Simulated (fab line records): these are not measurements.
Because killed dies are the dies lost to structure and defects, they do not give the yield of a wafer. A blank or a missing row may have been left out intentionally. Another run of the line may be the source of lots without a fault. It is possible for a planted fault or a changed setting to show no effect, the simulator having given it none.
fab line records | flow sky130
[record] lots = 12 wafers = 36 lastDay = 49
route steps=708 shown LDD_HVN@276 VIA4@657 METAL5@661 PAD_OPEN@708
lots that met no fault: taken from a fault-free run of the same line
startH: start of the lot's first displayed wafer, in hours after the record's first day | waitH: how many hours have passed since the lot's step before this one | " same as the row above | L1.1+2: a single row standing in for several wafers | - value missing, or start not given | * or withheld: withheld | < > ~ a bound
route shown NAME@n: names a module that has steps shown in the file, with the first one's number in the route | usual: mean/standard deviation of fault-free wafers | same: alike in all rows | chamber/n: place in a boat | sites: readings site by site | _std_site: standard deviation of those values | _edge_site: inner sites' mean taken away from outer sites' mean | radiusMm: for every site, how far away it sits from the centre of the wafer | mask NAME#n: copy n | behind: the last tool/chamber to shape the wafer | hold: the reason the lot was held/the length of the hold in hours/how it ended | device: names the non-switching transistor (n, p or np) | end of line: the same wafers' tests at the end of the route | step lacking rows: just its recipe | killed: count of dies lost to structure and defects at first sort (not the wafer's yield) | map: dies across one wafer; x = killed, . = not, _ = none there
set.NAME: the setting the step ran with; set.NAME@STEP: the setting that earlier step ran with | model.NAME: the simulator's own value behind a step, which no gauge read
steps of the route over a sample of lots; a table a step, a row a wafer
services: from which hour (startH, from the record's first day; less than 0 if before it) a tool's chamber was out of use, for how many hours, and why
[[steps]]
[step SKY_LDD_HVN_STRIP_09]
[recipe] chemistry = O2/N2 powerW = 1400 pressureMtorr = 1500 platenTempC = withheld o2FlowSccm = 3000 n2FlowSccm = 300 overashFraction = 0.5
[usual] drypumpMotorCurrentA = 5.5/0.36 oesProductAu = 0.408/0.0044 stripTimeToEndpointS = 4.132/0.015
// columns lot.wafer tool chamber startH waitH drypumpMotorCurrentA oesProductAu rfHoursCounterH stripTimeToEndpointS
L759.1 plasmaAsher-01 1 464.22 0.1 5.7 0.406 77 4.125
L759.5 " 1 " " 5.7 0.403 - 4.105
L759.6 " 0 " " 5.9 0.403 - 4.117
L760.2 plasmaAsher-03 0 472.22 0.1 6.1 0.404 38 4.105
L760.3 " 1 " " 5.0 0.407 - 4.118
L760.4 " 0 " " 6.1 0.399 - 4.097
L763.1 plasmaAsher-01 0 505.02 0.1 5.8 0.407 81 4.133
L763.3 " 1 " " 5.7 0.409 - 4.101
L763.6 " 1 " " 5.7 0.410 - 4.107
L762.1 plasmaAsher-03 0 506.57 0.1 6.1 0.406 42 4.141
L762.4 " 0 " " 6.1 0.402 - 4.155
L762.6 " 0 " " 6.1 0.403 - 4.116
L765.3 plasmaAsher-04 0 512.97 0.1 5.4 0.412 - 4.120
L765.4 " 1 " " 5.3 0.405 - 4.144
L765.5 " 1 " " 5.3 0.413 - 4.129
L766.1 plasmaAsher-04 0 533.19 0.1 5.4 0.409 10 4.138
L766.2 " 1 " " 5.3 0.399 10 4.149
L766.4 " 0 " " 5.4 0.417 - 4.136
L767.1 plasmaAsher-01 0 533.47 0.1 5.8 0.407 84 4.104
L767.2 " 1 " " 5.7 0.413 84 4.154
L767.4 " 1 " " 5.7 0.414 - 4.103
L768.1 plasmaAsher-01 1 540.27 0.1 5.7 0.423 85 4.144
L768.5 " 1 " " 5.7 0.404 - 4.137
L768.6 " 0 " " 5.9 0.413 - 4.132
L770.1 plasmaAsher-01 0 561.12 0.1 5.9 0.410 87 4.130
L770.5 " 0 " " 5.9 0.405 - 4.140
L770.6 " 1 " " 5.7 0.408 - 4.134
L777.2 plasmaAsher-01 1 619.92 0.1 5.7 0.405 92 4.133
L777.4 " 1 " " 5.7 0.402 - 4.120
L777.6 " 1 " " 5.7 0.408 - 4.132
L778.2 plasmaAsher-01 1 630.79 0.1 5.7 0.405 93 4.143
L778.4 " 0 " " 5.9 0.410 - 4.121
L778.6 " 0 " " 5.9 0.410 - 4.114
L779.2 plasmaAsher-04 1 633.44 0.1 5.3 0.403 20 4.139
L779.3 " 0 " " 5.5 0.407 - 4.145
L779.5 " 0 " " 5.4 0.413 - 4.126
[step SKY_VIA4_CVD_18]
[recipe] material = W targetThkNm = 505 timeS = 152.14 tempC = 400 pressureTorr = 40
[usual] heaterPowerW = 927/120
// columns lot.wafer tool chamber startH waitH heaterPowerW
L759.1 cvdW-01 1 1003.47 0.0 781
L759.5 " 0 " " 1112
L759.6 " 1 " " 801
L760.2 cvdW-02 1 1008.23 0.0 883
L760.3 " 0 " " 923
L760.4 " 1 " " 877
L763.1 cvdW-02 0 1034.95 0.0 917
L763.3 " 0 " " 914
L763.6 " 1 " " 879
L762.1 cvdW-01 1 1035.64 0.0 767
L762.4 " 1 " " 783
L762.6 " 1 " " 775
L765.3 cvdW-01 0 1038.40 0.1 1143
L765.4 " 1 " " 753
L765.5 " 1 " " 754
L766.1 cvdW-02 1 1055.84 0.0 875
L766.2 " 0 " " 922
L766.4 " 0 " " 888
L767.1 cvdW-02 1 1056.14 0.0 883
L767.2 " 0 " " 917
L767.4 " 0 " " 948
L768.1 cvdW-02 0 1060.19 0.0 913
L768.5 " 1 " " 901
L768.6 " 0 " " 928
L770.1 cvdW-01 0 1077.03 0.0 1147
L770.5 " 1 " " 800
L770.6 " 0 " " 1166
L777.2 cvdW-02 1 1114.56 0.1 866
L777.4 " 1 " " 912
L777.6 " 1 " " 870
L778.2 cvdW-01 0 1123.39 0.0 1135
L778.4 " 1 " " 777
L778.6 " 1 " " 790
L779.2 cvdW-02 1 1126.44 0.0 892
L779.3 " 0 " " 910
L779.5 " 0 " " 925
[step SKY_METAL5_SPUTTER_00]
[recipe] material = Ti targetThkNm = 15 powerW = 3000 timeS = 10 chamberPressurePa = 0.4
[usual] cathodeDcPowerW = 3000.0/0.55 throttleValvePct = 30.0/1.2
// columns lot.wafer tool chamber startH waitH cathodeDcPowerW throttleValvePct
L759.1 pvdSputter-01 - 1004.16 0.1 2999.4 29.7
L759.5 " - " " 2999.9 28.8
L759.6 " - " " 3001.0 29.5
L760.2 pvdSputter-01 - 1008.86 0.2 2999.6 28.7
L760.3 " - " " 3000.3 29.5
L760.4 " - " " 2999.4 30.7
L763.1 pvdSputter-01 - 1035.58 0.1 2999.2 29.8
L763.3 " - " " 3000.6 29.3
L763.6 " - " " 3000.2 28.7
L762.1 pvdSputter-02 - 1036.27 0.1 2998.8 30.6
L762.4 " - " " 2999.6 31.2
L762.6 " - " " 3000.3 30.2
L765.3 pvdSputter-04 - 1038.98 0.2 2999.5 28.1
L765.4 " - " " 3000.4 29.0
L765.5 " - " " 3000.8 30.1
L766.1 pvdSputter-04 - 1056.47 0.1 3000.2 30.2
L766.2 " - " " 3000.3 32.4
L766.4 " - " " 3000.4 28.8
L767.1 pvdSputter-02 - 1056.77 0.2 3000.2 31.0
L767.2 " - " " 2999.0 29.4
L767.4 " - " " 3000.5 30.2
L768.1 pvdSputter-02 - 1060.93 0.1 2998.6 30.4
L768.5 " - " " 3000.0 31.2
L768.6 " - " " 2999.8 30.1
L770.1 pvdSputter-04 - 1077.66 0.2 2999.6 30.2
L770.5 " - " " 3000.4 32.7
L770.6 " - " " 2999.5 28.3
L777.2 pvdSputter-04 - 1116.00 0.1 3000.1 30.4
L777.4 " - " " 3000.1 29.1
L777.6 " - " " 2999.9 29.0
L778.2 pvdSputter-04 - 1124.02 0.2 2998.8 29.4
L778.4 " - " " 3000.3 32.6
L778.6 " - " " 3000.8 29.3
L779.2 pvdSputter-02 - 1127.07 0.1 3000.1 30.0
L779.3 " - " " 3000.4 31.0
L779.5 " - " " 3001.1 30.9
[step SKY_METAL5_SPUTTER_04]
[recipe] material = TiN targetThkNm = 70 powerW = 6500 timeS = 58.3 chamberPressurePa = 0.4
[usual] cathodeDcPowerW = 6500.0/1.2 throttleValvePct = 30.0/1.2
// columns lot.wafer tool chamber startH waitH cathodeDcPowerW throttleValvePct
L759.1 pvdSputter-01 - 1004.29 0.0 6500.7 29.8
L759.5 " - " " 6498.8 28.9
L759.6 " - " " 6500.5 29.4
L760.2 pvdSputter-01 - 1008.98 0.0 6499.1 28.9
L760.3 " - " " 6502.0 29.3
L760.4 " - " " 6499.9 30.6
L763.1 pvdSputter-01 - 1035.70 0.0 6499.0 30.0
L763.3 " - " " 6500.9 29.5
L763.6 " - " " 6500.5 28.9
L762.1 pvdSputter-02 - 1036.40 0.0 6502.2 31.0
L762.4 " - " " 6500.9 31.2
L762.6 " - " " 6499.0 30.2
L765.3 pvdSputter-04 - 1039.10 0.0 6502.4 28.0
L765.4 " - " " 6500.1 29.0
L765.5 " - " " 6500.9 30.1
L766.1 pvdSputter-04 - 1056.59 0.0 6500.2 30.0
L766.2 " - " " 6501.2 32.5
L766.4 " - " " 6501.7 29.2
L767.1 pvdSputter-02 - 1056.89 0.0 6499.7 31.1
L767.2 " - " " 6500.8 29.6
L767.4 " - " " 6499.5 30.3
L768.1 pvdSputter-02 - 1061.04 0.0 6500.7 30.1
L768.5 " - " " 6499.7 31.1
L768.6 " - " " 6500.2 30.1
L770.1 pvdSputter-04 - 1077.78 0.0 6498.7 30.1
L770.5 " - " " 6501.6 32.2
L770.6 " - " " 6499.0 28.3
L777.2 pvdSputter-04 - 1116.11 0.0 6499.7 30.3
L777.4 " - " " 6499.1 29.0
L777.6 " - " " 6501.1 29.0
L778.2 pvdSputter-04 - 1124.14 0.0 6500.1 29.0
L778.4 " - " " 6499.8 32.6
L778.6 " - " " 6498.5 29.3
L779.2 pvdSputter-02 - 1127.19 0.0 6501.2 29.6
L779.3 " - " " 6498.8 30.9
L779.5 " - " " 6500.5 30.9
[step SKY_PAD_OPEN_PROBE_99]
[usual] killed_at_M0_to_M3 = 43/7.5 killed_at_M4_up = 3.3/1.9 killedAtContacts = 24/4.6 killedAtFrontEnd = 16/4.9 killedAtOther = 0.2/0.46 killedDies = 87/9.1 killedOnRim = 17/3.6 killedOpen = 47/7.4 killedShort = 39/6.6
[same] grossDies = 492 killedAtBackSide = 0
// columns lot.wafer tool chamber startH waitH hold killed_at_M0_to_M3 killed_at_M4_up killedAtContacts killedAtFrontEnd killedAtOther killedDies killedOnRim killedOpen killedShort
L759.1 prober-01 - 1074.10 0.1 - 33 9 20 8 0 70 11 36 34
L759.5 prober-01 - 1074.30 0.2 - 34 5 25 13 0 77 16 46 31
L759.6 prober-01 - 1074.35 0.2 - 46 6 23 9 1 85 20 42 43
L760.2 prober-02 - 1078.98 0.1 - 44 0 25 14 0 83 16 44 39
L760.3 prober-02 - 1079.03 0.2 - 36 5 20 16 0 77 20 47 30
L760.4 prober-02 - 1079.08 0.2 - 42 0 25 17 0 84 18 48 36
L762.1 prober-02 - 1103.80 0.1 - 43 5 21 12 0 81 14 43 38
L762.4 prober-02 - 1103.95 0.2 - 43 3 22 19 0 87 17 47 40
L762.6 prober-02 - 1104.05 0.2 - 46 3 27 11 0 87 19 46 40
L763.1 prober-01 - 1103.80 0.1 - 42 3 26 18 1 90 18 49 39
L763.3 prober-01 - 1103.90 0.2 - 43 0 28 20 0 91 26 53 38
L763.6 prober-01 - 1104.05 0.2 - 48 2 27 11 0 88 18 38 49
L765.3 prober-02 - 1106.36 0.2 - 44 3 27 15 0 89 13 46 43
L765.4 prober-02 - 1106.41 0.2 - 39 0 20 15 0 74 17 39 34
L765.5 prober-02 - 1106.46 0.2 - 47 3 21 20 0 91 23 51 39
L766.1 prober-01 - 1121.05 0.1 - 40 3 26 15 0 84 10 50 33
L766.2 prober-01 - 1121.10 0.1 - 40 2 25 18 0 85 20 39 46
L766.4 prober-01 - 1121.20 0.2 - 54 3 22 21 1 101 17 55 44
L767.1 prober-02 - 1122.55 0.1 - 39 9 24 18 0 90 25 48 42
L767.2 prober-02 - 1122.60 0.1 - 41 5 27 18 0 91 20 55 36
L767.4 prober-02 - 1122.70 0.2 - 43 3 26 25 0 97 17 55 41
L768.1 prober-01 - 1125.65 0.1 - 46 4 29 20 0 99 23 47 51
L768.5 prober-01 - 1125.85 0.2 - 42 2 37 10 0 91 18 54 35
L768.6 prober-01 - 1125.90 0.2 - 41 3 19 32 2 97 17 57 40
L770.1 prober-01 - 1140.52 0.1 - 62 2 25 10 0 99 19 58 41
L770.5 prober-01 - 1140.72 0.2 - 39 5 21 15 0 80 17 36 44
L770.6 prober-01 - 1140.77 0.2 - 32 1 33 20 0 86 20 45 40
L777.2 prober-02 - 1174.01 0.1 awaitDispo/6.0h/release 42 5 26 83 1 157 26 52 39
L777.4 prober-02 - 1174.11 0.2 awaitDispo/6.0h/release 44 3 18 75 0 140 15 39 33
L777.6 prober-02 - 1174.21 0.2 awaitDispo/6.0h/release 37 5 16 77 0 135 15 39 30
L778.2 prober-01 - 1181.35 0.1 awaitDispo/2.5h/release 32 2 18 76 1 129 14 38 24
L778.4 prober-01 - 1181.45 0.2 awaitDispo/2.5h/release 36 0 23 57 0 116 27 41 24
L778.6 prober-01 - 1181.55 0.2 awaitDispo/2.5h/release 37 1 27 61 0 126 28 41 36
L779.2 prober-01 - 1183.96 0.1 - 44 2 28 19 0 93 13 52 41
L779.3 prober-01 - 1184.01 0.2 - 44 2 21 17 0 84 16 53 31
L779.5 prober-01 - 1184.11 0.2 - 30 2 23 22 0 77 14 34 43
// killed by level:class
L759.1 METAL4:geometricParticle:short=7 VIA1:geometricParticle:open=6 VIA2:geometricParticle:open=6 LI_CONTACT:geometricParticle:open=5 LOCAL_INTERCONNECT:geometricParticle:short=5 CONTACT:geometricParticle:open=5 CONTACT:geometricParticle:short=4 METAL1:geometricParticle:short=4
L759.5 CONTACT:geometricParticle:open=9 VIA1:geometricParticle:open=8 METAL1:geometricParticle:short=6 VIA3:geometricParticle:open=6 LI_CONTACT:geometricParticle:open=5 LOCAL_INTERCONNECT:geometricParticle:short=5 VIA1:geometricParticle:short=5 POLY_GATE:geometricParticle:open=4
L759.6 VIA1:geometricParticle:open=10 METAL2:geometricParticle:short=8 CONTACT:geometricParticle:open=7 VIA3:geometricParticle:open=7 LI_CONTACT:geometricParticle:open=5 LOCAL_INTERCONNECT:geometricParticle:short=5 CONTACT:geometricParticle:short=5 METAL1:geometricParticle:short=5
L760.2 LI_CONTACT:geometricParticle:open=11 VIA1:geometricParticle:open=9 METAL2:geometricParticle:short=8 CONTACT:geometricParticle:open=6 POLY_GATE:geometricParticle:short=5 METAL3:geometricParticle:short=5 FIELD_ISO:geometricParticle:short=4 CONTACT:geometricParticle:short=4
L760.3 LI_CONTACT:geometricParticle:open=8 VIA3:geometricParticle:open=8 VIA1:geometricParticle:open=7 METAL1:geometricParticle:short=7 CONTACT:geometricParticle:open=6 FIELD_ISO:geometricParticle:open=5 POLY_GATE:geometricParticle:open=5 FIELD_ISO:geometricParticle:short=4
L760.4 VIA1:geometricParticle:open=12 CONTACT:geometricParticle:open=10 VIA2:geometricParticle:open=8 LI_CONTACT:geometricParticle:open=7 METAL2:geometricParticle:short=7 METAL1:geometricParticle:short=5 FIELD_ISO:geometricParticle:short=5 POLY_GATE:geometricParticle:open=5
L762.1 VIA2:geometricParticle:open=10 CONTACT:geometricParticle:open=7 METAL1:geometricParticle:short=6 VIA3:geometricParticle:open=6 LI_CONTACT:geometricParticle:open=5 LOCAL_INTERCONNECT:geometricParticle:short=5 VIA1:geometricParticle:open=5 POLY_GATE:geometricParticle:open=4
L763.1 CONTACT:geometricParticle:open=9 LI_CONTACT:geometricParticle:open=8 METAL1:geometricParticle:short=7 VIA3:geometricParticle:open=7 VIA1:geometricParticle:open=6 FIELD_ISO:geometricParticle:short=5 LI_CONTACT:geometricParticle:short=5 VIA2:geometricParticle:open=5
L763.3 CONTACT:geometricParticle:open=11 VIA3:geometricParticle:open=9 VIA1:geometricParticle:open=8 FIELD_ISO:geometricParticle:short=6 LOCAL_INTERCONNECT:geometricParticle:short=5 LI_CONTACT:geometricParticle:open=5 METAL2:geometricParticle:short=5 FIELD_ISO:geometricParticle:open=4
L762.4 VIA1:geometricParticle:open=11 CONTACT:geometricParticle:open=8 POLY_GATE:geometricParticle:short=7 VIA2:geometricParticle:open=7 METAL1:geometricParticle:short=6 METAL2:geometricParticle:short=6 LI_CONTACT:geometricParticle:open=5 LOCAL_INTERCONNECT:geometricParticle:short=5
L762.6 VIA1:geometricParticle:open=10 LI_CONTACT:geometricParticle:open=8 VIA2:geometricParticle:open=8 CONTACT:geometricParticle:open=8 VIA3:geometricParticle:open=6 METAL1:geometricParticle:short=6 LOCAL_INTERCONNECT:geometricParticle:short=5 CONTACT:geometricParticle:short=5
L763.6 VIA1:geometricParticle:short=10 VIA1:geometricParticle:open=8 CONTACT:geometricParticle:open=7 CONTACT:geometricParticle:short=7 METAL1:geometricParticle:short=6 METAL2:geometricParticle:short=5 VIA3:geometricParticle:short=4 LI_CONTACT:geometricParticle:short=4
L765.3 VIA1:geometricParticle:open=12 CONTACT:geometricParticle:open=8 LI_CONTACT:geometricParticle:open=6 VIA3:geometricParticle:open=6 LI_CONTACT:geometricParticle:short=5 VIA2:geometricParticle:open=5 FIELD_ISO:geometricParticle:short=4 METAL1:geometricParticle:short=4
L765.4 VIA1:geometricParticle:open=8 CONTACT:geometricParticle:open=8 VIA1:geometricParticle:short=7 VIA3:geometricParticle:open=6 VIA2:geometricParticle:open=4 FIELD_ISO:geometricParticle:open=3 FIELD_ISO:geometricParticle:short=3 POLY_GATE:geometricParticle:short=3
L765.5 VIA1:geometricParticle:open=12 CONTACT:geometricParticle:open=9 VIA1:geometricParticle:short=7 LI_CONTACT:geometricParticle:open=6 METAL2:geometricParticle:short=6 FIELD_ISO:geometricParticle:open=5 VIA2:geometricParticle:open=5 VIA3:geometricParticle:open=5
L766.1 VIA1:geometricParticle:open=11 CONTACT:geometricParticle:open=10 LI_CONTACT:geometricParticle:open=6 VIA2:geometricParticle:open=5 POLY_GATE:geometricParticle:short=4 POLY_CUT:geometricParticle:open=4 VIA3:geometricParticle:short=4 LOCAL_INTERCONNECT:geometricParticle:short=3
L766.2 VIA1:geometricParticle:open=11 LI_CONTACT:geometricParticle:open=9 FIELD_ISO:geometricParticle:short=8 LOCAL_INTERCONNECT:geometricParticle:short=7 VIA1:geometricParticle:short=6 VIA2:geometricParticle:open=6 CONTACT:geometricParticle:open=5 METAL1:geometricParticle:short=4
L766.4 VIA1:geometricParticle:open=14 VIA3:geometricParticle:open=10 FIELD_ISO:geometricParticle:short=8 VIA1:geometricParticle:short=8 FIELD_ISO:geometricParticle:open=7 LI_CONTACT:geometricParticle:open=7 CONTACT:geometricParticle:open=5 CONTACT:geometricParticle:short=5
L767.1 VIA1:geometricParticle:open=8 CONTACT:geometricParticle:open=8 POLY_GATE:geometricParticle:open=6 LI_CONTACT:geometricParticle:short=6 METAL2:geometricParticle:short=6 METAL4:geometricParticle:short=6 FIELD_ISO:geometricParticle:open=5 LI_CONTACT:geometricParticle:open=5
L767.2 CONTACT:geometricParticle:open=12 VIA1:geometricParticle:open=8 VIA3:geometricParticle:open=8 LI_CONTACT:geometricParticle:open=7 FIELD_ISO:geometricParticle:short=6 POLY_GATE:geometricParticle:open=6 VIA1:geometricParticle:short=6 METAL2:geometricParticle:short=5
L767.4 METAL1:geometricParticle:short=10 CONTACT:geometricParticle:open=8 VIA1:geometricParticle:open=8 CONTACT:geometricParticle:short=7 FIELD_ISO:geometricParticle:open=6 POLY_GATE:geometricParticle:open=5 SPACER:geometricParticle:open=5 LI_CONTACT:geometricParticle:open=5
L768.1 LI_CONTACT:geometricParticle:open=9 CONTACT:geometricParticle:open=9 METAL1:geometricParticle:short=8 CONTACT:geometricParticle:short=7 VIA2:geometricParticle:short=7 FIELD_ISO:geometricParticle:open=6 VIA3:geometricParticle:open=6 FIELD_ISO:geometricParticle:short=5
L768.5 LI_CONTACT:geometricParticle:open=10 CONTACT:geometricParticle:short=9 CONTACT:geometricParticle:open=9 VIA1:geometricParticle:open=9 VIA3:geometricParticle:open=8 VIA2:geometricParticle:open=6 LI_CONTACT:geometricParticle:short=4 VIA1:geometricParticle:short=4
L768.6 VIA1:geometricParticle:open=11 POLY_GATE:geometricParticle:open=9 CONTACT:geometricParticle:open=8 VIA2:geometricParticle:open=7 FIELD_ISO:geometricParticle:open=6 FIELD_ISO:geometricParticle:short=6 VIA3:geometricParticle:open=6 POLY_GATE:geometricParticle:short=5
L770.1 VIA1:geometricParticle:open=11 CONTACT:geometricParticle:open=11 VIA3:geometricParticle:open=9 VIA2:geometricParticle:open=7 METAL1:geometricParticle:short=7 CONTACT:geometricParticle:short=6 VIA1:geometricParticle:short=5 VIA2:geometricParticle:short=5
L770.5 VIA1:geometricParticle:open=10 LI_CONTACT:geometricParticle:open=7 CONTACT:geometricParticle:short=7 VIA3:geometricParticle:open=6 METAL1:geometricParticle:short=5 VIA1:geometricParticle:short=5 FIELD_ISO:geometricParticle:short=4 METAL4:geometricParticle:short=4
L770.6 CONTACT:geometricParticle:open=12 LI_CONTACT:geometricParticle:open=10 VIA1:geometricParticle:open=9 CONTACT:geometricParticle:short=6 FIELD_ISO:geometricParticle:short=5 POLY_GATE:geometricParticle:short=4 METAL2:geometricParticle:short=4 VIA3:geometricParticle:short=4
L777.2 LDD_HVN:unspecified=66 LI_CONTACT:geometricParticle:open=9 VIA3:geometricParticle:open=8 CONTACT:geometricParticle:open=7 METAL1:geometricParticle:short=7 VIA1:geometricParticle:open=5 VIA2:geometricParticle:open=5 POLY_GATE:geometricParticle:short=4
L777.4 LDD_HVN:unspecified=67 VIA1:geometricParticle:open=9 VIA3:geometricParticle:open=9 CONTACT:geometricParticle:open=7 VIA2:geometricParticle:short=6 LOCAL_INTERCONNECT:geometricParticle:short=4 VIA3:geometricParticle:short=4 LI_CONTACT:geometricParticle:open=3
L777.6 LDD_HVN:unspecified=65 CONTACT:geometricParticle:open=7 VIA1:geometricParticle:open=7 VIA3:geometricParticle:open=7 VIA1:geometricParticle:short=6 VIA2:geometricParticle:open=6 LI_CONTACT:geometricParticle:open=4 METAL1:geometricParticle:short=4
L778.2 LDD_HVN:unspecified=67 VIA2:geometricParticle:open=9 CONTACT:geometricParticle:open=6 VIA1:geometricParticle:open=5 CONTACT:geometricParticle:short=4 METAL2:geometricParticle:open=4 METAL2:geometricParticle:short=4 VIA3:geometricParticle:open=4
L778.4 LDD_HVN:unspecified=51 CONTACT:geometricParticle:open=9 LI_CONTACT:geometricParticle:open=7 VIA1:geometricParticle:open=7 VIA2:geometricParticle:open=6 VIA3:geometricParticle:open=5 VIA1:geometricParticle:short=5 METAL2:geometricParticle:short=5
L778.6 LDD_HVN:unspecified=49 CONTACT:geometricParticle:open=13 METAL2:geometricParticle:short=9 VIA3:geometricParticle:open=7 VIA1:geometricParticle:open=6 CONTACT:geometricParticle:short=5 FIELD_ISO:geometricParticle:open=4 FIELD_ISO:geometricParticle:short=4
L779.2 CONTACT:geometricParticle:open=16 VIA1:geometricParticle:open=10 VIA2:geometricParticle:short=7 METAL2:geometricParticle:short=6 FIELD_ISO:geometricParticle:short=5 LI_CONTACT:geometricParticle:open=5 METAL1:geometricParticle:short=4 VIA3:geometricParticle:open=4
L779.3 VIA1:geometricParticle:open=12 LI_CONTACT:geometricParticle:open=7 VIA3:geometricParticle:open=7 VIA2:geometricParticle:open=7 CONTACT:geometricParticle:open=6 FIELD_ISO:geometricParticle:short=5 FIELD_ISO:geometricParticle:open=4 METAL2:geometricParticle:open=4
L779.5 POLY_GATE:geometricParticle:short=10 CONTACT:geometricParticle:open=10 METAL2:geometricParticle:short=5 FIELD_ISO:geometricParticle:short=4 FIELD_ISO:geometricParticle:open=4 LI_CONTACT:geometricParticle:open=4 CONTACT:geometricParticle:short=4 VIA1:geometricParticle:short=4
[[services]]
// columns tool chamber startH hours kind
pvdSputter-02 - 504.86 1.1 repair
cvdW-02 - 512.03 2.8 pm
cvdW-02 0 523.00 7.2 repair
cvdW-02 1 588.99 5.8 repair
plasmaAsher-01 - 590.03 6.1 repair
cvdW-02 1 613.09 18.4 repair
cvdW-02 - 677.23 2.6 repair
cvdW-02 0 709.28 3.3 repair
cvdW-02 - 717.43 4.3 pm
pvdSputter-02 - 726.68 1.0 repair
plasmaAsher-01 - 733.79 9.0 pm
cvdW-02 0 755.18 2.6 repair
cvdW-02 0 775.30 2.6 repair
pvdSputter-02 - 825.14 1.9 repair
pvdSputter-02 - 858.25 2.8 repair
pvdSputter-02 - 872.79 3.7 repair
cvdW-02 - 879.38 1.3 repair
cvdW-02 - 934.27 6.9 pm
plasmaAsher-01 - 964.92 2.0 repair
cvdW-02 0 980.27 5.6 repair
plasmaAsher-01 - 1018.81 2.8 pm
pvdSputter-02 - 1034.39 1.2 repair
pvdSputter-02 - 1071.07 4.1 repair
cvdW-02 0 1106.61 13.6 repair
[[key]]
[firstSign] step = SKY_PAD_OPEN_PROBE_99 reading = killedAtFrontEnd direction = up sigmas = 11 usual = 16 struck = 72
[effect] step = SKY_PAD_OPEN_PROBE_99 reading = killedDies direction = up sigmas = 5.2 usual = 87 struck = 134
metAt SKY_LDD_HVN_STRIP_09
struckLots L777,L778
testerLeftOut L777,L778
notActingAt SKY_VIA4_CVD_18,SKY_METAL5_SPUTTER_00,SKY_METAL5_SPUTTER_04
onsetBetween 561.12 619.92
[fault] kind = chamberParticleSource tool = plasmaAsher-01 chamber = - onsetH = 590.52 steps = SKY_LDD_HVN_STRIP_09 ratePerVisitCm2 = 1.7315 endH = 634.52
// testerLeftOut: of these lots the tester's yield and bins aren't shown, on N5 and GAA mostly nor the transistor test; their killed dies are dies lost to structure and defects alone, not to doping, threshold or leakage, so they don't give the yield
